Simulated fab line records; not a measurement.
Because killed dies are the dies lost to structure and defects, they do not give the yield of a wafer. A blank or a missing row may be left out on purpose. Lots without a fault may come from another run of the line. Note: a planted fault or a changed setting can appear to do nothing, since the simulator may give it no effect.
What tool caused it? | flow gf180mcu | 24 lots, 72 wafers sampled, at 6 steps of a route of 602

WHAT THE GAUGES READ, wafer by wafer
GF_M1_THK_MEAS_06: measures by xrf. Usual: M1_ALCU_THK typically reads 452 nm, with standard deviation 5.3.
lot  | measured     | on            | M1_ALCU_THK (nm) | flag
L074 | day 16 05:38 | film metro-01 | 455 452 452      |
L075 | day 16 16:59 | film metro-03 | 449 455 450      |
L076 | day 17 02:16 | film metro-01 | 446 443 446      |
L077 | day 17 06:17 | film metro-01 | 451 448 448      |
L078 | day 17 13:20 | film metro-02 | 452 456 459      |
L079 | day 17 22:31 | film metro-02 | 451 439 442      |
L080 | day 18 08:38 | film metro-02 | 452 453 447      |
L081 | day 18 12:52 | film metro-01 | 448 462 452      |
L082 | day 19 03:13 | film metro-03 | 446 452 451      |
L083 | day 19 10:35 | film metro-02 | 460 452 454      |
L084 | day 19 21:46 | film metro-03 | 449 459 457      |
L085 | day 20 05:26 | film metro-03 | 448 458 458      |
L086 | day 20 20:04 | film metro-02 | 449 458 450      |
L087 | day 21 01:29 | film metro-02 | 459 461 459      |
L088 | day 21 08:20 | film metro-02 | 460 452 450      |
L089 | day 21 18:05 | film metro-02 | 445 449 449      |
L090 | day 22 01:11 | film metro-01 | 455 447 454      |
L091 | day 22 09:24 | film metro-03 | 453 453 453      |
L092 | day 22 16:39 | film metro-02 | 453 450 457      |
L093 | day 23 02:59 | film metro-03 | 454 456 449      |
L094 | day 23 11:23 | film metro-02 | 453 457 459      |
L095 | day 23 20:26 | film metro-03 | 448 456 451      |
L096 | day 23 22:44 | film metro-03 | 442 444 443      |
L097 | day 24 07:48 | film metro-02 | 448 456 446      |

GF_V2_THK_MEAS_25: measures by xrf. Usual: V2_W_THK typically reads 354 nm, with standard deviation 5.7.
lot  | measured     | on            | V2_W_THK (nm) | flag
L074 | day 20 06:56 | film metro-02 | 358 352 358   |
L075 | day 20 20:31 | film metro-04 | 358 348 354   |
L076 | day 21 07:14 | film metro-04 | 354 358 354   |
L077 | day 21 12:41 | film metro-01 | 347 348 346   |
L078 | day 21 18:47 | film metro-02 | 353 347 349   |
L079 | day 22 04:05 | film metro-04 | 341 343 346   |
L080 | day 22 14:56 | film metro-02 | 360 356 355   |
L081 | day 22 18:39 | film metro-04 | 343 346 343   |
L082 | day 23 08:13 | film metro-04 | 351 354 350   |
L083 | day 23 15:07 | film metro-04 | 343 350 351   |
L084 | day 24 01:25 | film metro-04 | 359 358 358   |
L085 | day 24 07:23 | film metro-01 | 359 364 363   |
L086 | day 24 22:55 | film metro-01 | 360 366 362   |
L087 | day 25 02:20 | film metro-04 | 355 352 348   |
L088 | day 25 09:08 | film metro-01 | 352 360 356   |
L089 | day 25 17:12 | film metro-02 | 350 362 364   |
L090 | day 25 22:56 | film metro-02 | 357 355 353   |
L091 | day 26 08:26 | film metro-01 | 354 357 347   |
L092 | day 26 14:19 | film metro-01 | 345 352 345   |
L093 | day 26 23:30 | film metro-01 | 348 353 349   |
L094 | day 27 06:52 | film metro-02 | 351 361 351   |
L095 | day 27 14:16 | film metro-02 | 358 351 359   |
L096 | day 27 16:10 | film metro-02 | 361 353 353   |
L097 | day 28 00:17 | film metro-02 | 361 354 359   |

GF_M3_THK_MEAS_06: measures by xrf. Usual: M3_ALCU_THK typically reads 454 nm, with standard deviation 6.6.
lot  | measured     | on            | M3_ALCU_THK (nm) | flag
L074 | day 20 07:38 | film metro-03 | 461 451 471      |
L075 | day 20 21:13 | film metro-03 | 451 449 452      |
L076 | day 21 07:56 | film metro-02 | 463 458 453      |
L077 | day 21 13:23 | film metro-01 | 450 460 449      |
L078 | day 21 19:29 | film metro-01 | 462 448 447      |
L079 | day 22 04:47 | film metro-02 | 466 463 463      |
L080 | day 22 15:38 | film metro-01 | 454 454 450      |
L081 | day 22 19:21 | film metro-03 | 448 447 453      |
L082 | day 23 08:55 | film metro-03 | 448 445 448      |
L083 | day 23 15:49 | film metro-02 | 454 450 450      |
L084 | day 24 02:07 | film metro-01 | 439 462 446      |
L085 | day 24 08:05 | film metro-03 | 455 449 447      |
L086 | day 24 23:37 | film metro-03 | 459 456 470      |
L087 | day 25 03:02 | film metro-01 | 449 458 455      |
L088 | day 25 09:50 | film metro-03 | 454 453 462      |
L089 | day 25 17:54 | film metro-01 | 450 451 456      |
L090 | day 25 23:38 | film metro-02 | 455 454 453      |
L091 | day 26 09:08 | film metro-03 | 449 447 444      |
L092 | day 26 15:01 | film metro-03 | 448 458 457      |
L093 | day 27 00:12 | film metro-01 | 451 455 453      |
L094 | day 27 07:56 | film metro-03 | 450 454 453      |
L095 | day 27 14:58 | film metro-03 | 455 456 454      |
L096 | day 27 16:53 | film metro-02 | 471 462 465      |
L097 | day 28 00:59 | film metro-02 | 463 458 448      |

GF_V4_THK_MEAS_03. Usual: V4_CVD_02_THK typically reads 846 nm, with standard deviation 15.
lot  | measured     | on            | V4_CVD_02_THK (nm) | flag
L074 | day 23 10:59 | film metro-04 | 857 844 839        |
L075 | day 23 23:41 | film metro-01 | 841 867 849        |
L076 | day 24 09:01 | film metro-02 | 833 859 877        |
L077 | day 24 12:40 | film metro-01 | 848 855 867        |
L078 | day 24 18:27 | film metro-01 | 839 810 850        |
L079 | day 25 04:27 | film metro-04 | 852 861 847        |
L080 | day 25 15:04 | film metro-01 | 861 863 868        |
L081 | day 25 17:19 | film metro-01 | 807 829 841        |
L082 | day 26 07:13 | film metro-02 | 842 850 856        |
L083 | day 26 12:02 | film metro-02 | 827 857 868        |
L084 | day 26 21:46 | film metro-01 | 819 842 835        |
L085 | day 27 03:34 | film metro-04 | 837 847 858        |
L086 | day 27 17:24 | film metro-02 | 848 846 871        |
L087 | day 27 22:00 | film metro-01 | 847 846 877        |
L088 | day 28 03:45 | film metro-04 | 813 836 831        |
L089 | day 28 10:43 | film metro-04 | 845 820 819        |
L090 | day 28 16:49 | film metro-04 | 836 855 863        |
L091 | day 29 01:02 | film metro-01 | 845 825 842        |
L092 | day 29 06:45 | film metro-04 | 848 812 858        |
L093 | day 29 15:15 | film metro-01 | 846 858 864        |
L094 | day 29 22:32 | film metro-01 | 842 854 877        |
L095 | day 30 04:55 | film metro-01 | 860 853 843        |
L096 | day 30 06:25 | film metro-01 | 830 810 825        |
L097 | day 30 14:00 | film metro-01 | 852 865 858        |

EACH LOT AND THE TOOL THAT RAN IT (in order: tool; ch and the chambers of the sampled wafers; start)
lot  | GF_V1_ETCH_16                      | GF_V2_CMP_26
L074 | rie diel-02 ch 0,1,3, day 18 03:12 | cmp-02 ch 0,3, day 20 06:59
L075 | rie diel-04 ch 2,3, day 18 15:44   | cmp-01 ch 0,2, day 20 20:34
L076 | rie diel-04 ch 0,1,3, day 19 02:20 | cmp-02 ch 0,2,3, day 21 07:24
L077 | rie diel-02 ch 0,1,3, day 19 07:00 | cmp-01 ch 0,1,2, day 21 12:50
L078 | rie diel-02 ch 1,2,3, day 19 13:42 | cmp-02 ch 0,1,3, day 21 18:53
L079 | rie diel-04 ch 0,1, day 19 23:51   | cmp-01 ch 0,1, day 22 04:08
L080 | rie diel-03 ch 0,2,3, day 20 11:00 | cmp-01 ch 0,1,2, day 22 15:08
L081 | rie diel-04 ch 0,1,3, day 20 15:03 | cmp-01 ch 1,2, day 22 18:46
L082 | rie diel-02 ch 0,1, day 21 05:27   | cmp-02 ch 2,3, day 23 08:17
L083 | rie diel-04 ch 0,1,2, day 21 12:21 | cmp-02 ch 0,1, day 23 15:10
L084 | rie diel-03 ch 0,1,3, day 22 00:00 | cmp-01 ch 0,1, day 24 01:28
L085 | rie diel-02 ch 0,1, day 22 06:27   | cmp-01 ch 2,3, day 24 07:26
L086 | rie diel-02 ch 1,2, day 22 21:38   | cmp-01 ch 0,1,2, day 24 23:07
L087 | rie diel-04 ch 0,1,3, day 23 00:57 | cmp-01 ch 0,1,2, day 25 02:23
L088 | rie diel-04 ch 0,1,3, day 23 08:08 | cmp-02 ch 0,1,2, day 25 09:12
L089 | rie diel-02 ch 0,3, day 23 17:27   | cmp-02 ch 0,1,2, day 25 17:22
L090 | rie diel-02 ch 0,1, day 23 23:57   | cmp-01 ch 1,2, day 25 22:59
L091 | rie diel-03 ch 0,1, day 24 08:45   | cmp-01 ch 1,2, day 26 08:31
L092 | rie diel-02 ch 0,3, day 24 15:33   | cmp-01 ch 0,3, day 26 14:22
L093 | rie diel-04 ch 1,2, day 25 01:35   | cmp-02 ch 0,1,2, day 26 23:38
L094 | rie diel-04 ch 0,1,2, day 25 09:11 | cmp-01 ch 0,1,2, day 27 07:22
L095 | rie diel-03 ch 0,1,3, day 25 16:50 | cmp-02 ch 1,2,3, day 27 14:18
L096 | rie diel-02 ch 0,1,3, day 25 19:26 | cmp-02 ch 0,2,3, day 27 16:19
L097 | rie diel-03 ch 0,1, day 26 03:27   | cmp-02 ch 1,2,3, day 28 00:23
- GF_V1_ETCH_16: etches BARC in N2/H2.
- GF_V2_CMP_26: polishes, stops on SiO2, t overpolish 15 s, target thk 0 nm.

AS READ BY THE TOOLS THEMSELVES (means over the sampled wafers that have a number; for cases with no such wafer, the mark the record gives instead)
GF_V1_ETCH_16. Usual: chamber pressure mTorr 30.001 mTorr, standard deviation 0.028; drypump motor current A 5.6 A, standard deviation 0.49; oes product au 0.855 a.u., standard deviation 0.0043; throttle valve pct 13.225 %, standard deviation 0.0093.
lot  | tool        | chamber pressure mTorr (mTorr) | drypump motor current A (A) | oes product au (a.u.) | throttle valve pct (%) | flag
L074 | rie diel-02 | 30.006                         | 5.8                         | 0.855                 | 13.222                 |
L075 | rie diel-04 | 29.998                         | 5.2                         | 0.853                 | 13.228                 |
L076 | rie diel-04 | 29.991                         | 5.5                         | 0.852                 | 13.219                 |
L077 | rie diel-02 | 29.987                         | 5.8                         | 0.860                 | 13.223                 |
L078 | rie diel-02 | 29.985                         | 6.0                         | 0.849                 | 13.225                 |
L079 | rie diel-04 | 30.011                         | 5.5                         | 0.857                 | 13.223                 |
L080 | rie diel-03 | 30.019                         | 5.4                         | 0.854                 | 13.233                 |
L081 | rie diel-04 | 30.018                         | 5.5                         | 0.858                 | 13.224                 |
L082 | rie diel-02 | 30.000                         | 5.5                         | 0.858                 | 13.232                 |
L083 | rie diel-04 | 29.979                         | 5.5                         | 0.857                 | 13.223                 |
L084 | rie diel-03 | 30.011                         | 5.6                         | 0.858                 | 13.236                 |
L085 | rie diel-02 | 29.982                         | 5.5                         | 0.855                 | 13.218                 |
L086 | rie diel-02 | 29.987                         | 6.0                         | 0.857                 | 13.232                 |
L087 | rie diel-04 | 30.007                         | 5.5                         | 0.856                 | 13.224                 |
L088 | rie diel-04 | 30.011                         | 5.5                         | 0.855                 | 13.213                 |
L089 | rie diel-02 | 29.976                         | 5.6                         | 0.855                 | 13.230                 |
L090 | rie diel-02 | 29.993                         | 5.5                         | 0.859                 | 13.221                 |
L091 | rie diel-03 | 30.009                         | 6.0                         | 0.856                 | 13.225                 |
L092 | rie diel-02 | 30.019                         | 5.6                         | 0.855                 | 13.229                 |
L093 | rie diel-04 | 30.032                         | 5.9                         | 0.854                 | 13.224                 |
L094 | rie diel-04 | 30.012                         | 5.5                         | 0.857                 | 13.216                 |
L095 | rie diel-03 | 30.007                         | 5.6                         | 0.856                 | 13.226                 |
L096 | rie diel-02 | 29.992                         | 5.8                         | 0.855                 | 13.221                 |
L097 | rie diel-03 | 29.981                         | 5.7                         | 0.856                 | 13.217                 |

GF_V2_CMP_26. Usual: edge zone pressure frac 1.000, standard deviation 0.0051; motor current A 11.3 A, standard deviation 1.3; overpolish run s 15.001 s, standard deviation 0.0096; slurry filter dp kPa 13.50 kPa, standard deviation 0.15; time to endpoint s 82 s, standard deviation 4.7.
lot  | tool   | edge zone pressure frac | motor current A (A) | overpolish run s (s) | slurry filter dp kPa (kPa) | time to endpoint s (s) | flag
L074 | cmp-02 | 0.998                   | 11.9                | 15.003               | 13.39                      | 86                     |
L075 | cmp-01 | 0.997                   | 11.3                | 14.997               | 13.56                      | 84                     |
L076 | cmp-02 | 1.002                   | 11.1                | 14.999               | 13.50                      | 81                     |
L077 | cmp-01 | 1.002                   | 11.0                | 15.000               | 13.40                      | 77                     |
L078 | cmp-02 | 1.002                   | 11.3                | 14.993               | 13.50                      | 82                     |
L079 | cmp-01 | 1.003                   | 11.0                | 14.997               | 13.48                      | 75                     |
L080 | cmp-01 | 1.001                   | 11.4                | 15.009               | 13.43                      | 81                     |
L081 | cmp-01 | 0.999                   | 11.8                | 14.993               | 13.44                      | 78                     |
L082 | cmp-02 | 1.000                   | 11.9                | 15.001               | 13.33                      | 83                     |
L083 | cmp-02 | 0.999                   | 10.8                | 15.002               | 13.46                      | 83                     |
L084 | cmp-01 | 1.006                   | 11.2                | 14.997               | 13.33                      | 80                     |
L085 | cmp-01 | 1.000                   | 11.1                | 15.004               | 13.39                      | 83                     |
L086 | cmp-01 | 1.000                   | 11.6                | 15.003               | 13.70                      | 85                     |
L087 | cmp-01 | 1.001                   | 11.3                | 15.004               | 13.53                      | 80                     |
L088 | cmp-02 | 0.997                   | 11.5                | 15.010               | 13.47                      | 82                     |
L089 | cmp-02 | 1.002                   | 11.5                | 15.008               | 13.39                      | 81                     |
L090 | cmp-01 | 0.994                   | 11.9                | 14.992               | 13.62                      | 83                     |
L091 | cmp-01 | 0.991                   | 12.5                | 15.000               | 13.55                      | 81                     |
L092 | cmp-01 | 1.000                   | 9.8                 | 15.000               | 13.40                      | 84                     |
L093 | cmp-02 | 0.998                   | 11.6                | 15.010               | 13.45                      | 80                     |
L094 | cmp-01 | 1.000                   | 11.7                | 15.002               | 13.43                      | 84                     |
L095 | cmp-02 | 1.000                   | 12.6                | 15.006               | 13.58                      | 84                     |
L096 | cmp-02 | 0.997                   | 11.2                | 15.007               | 13.52                      | 82                     |
L097 | cmp-02 | 1.001                   | 12.6                | 14.998               | 13.50                      | 84                     |

THE ANSWER, worked out from the rows above alone
Rule: a lot counts as off when the mean over its wafers that have a number is more than 3 standard deviations away from the usual mean. A lot without any number at a reading at which 4 lots or more have one is off too. Any other lot the step has rows for is counted as sound. Order of review: gauges by route order, followed by the tools' own readings, for which a lot's mean as printed above is used. At the first step where some lot is off, the reading lying furthest off is the one used; lots without a number count as furthest.
Nothing can be told from this: no lot is off at any reading shown.

WHAT WAS PUT IN BY THE SIMULATOR
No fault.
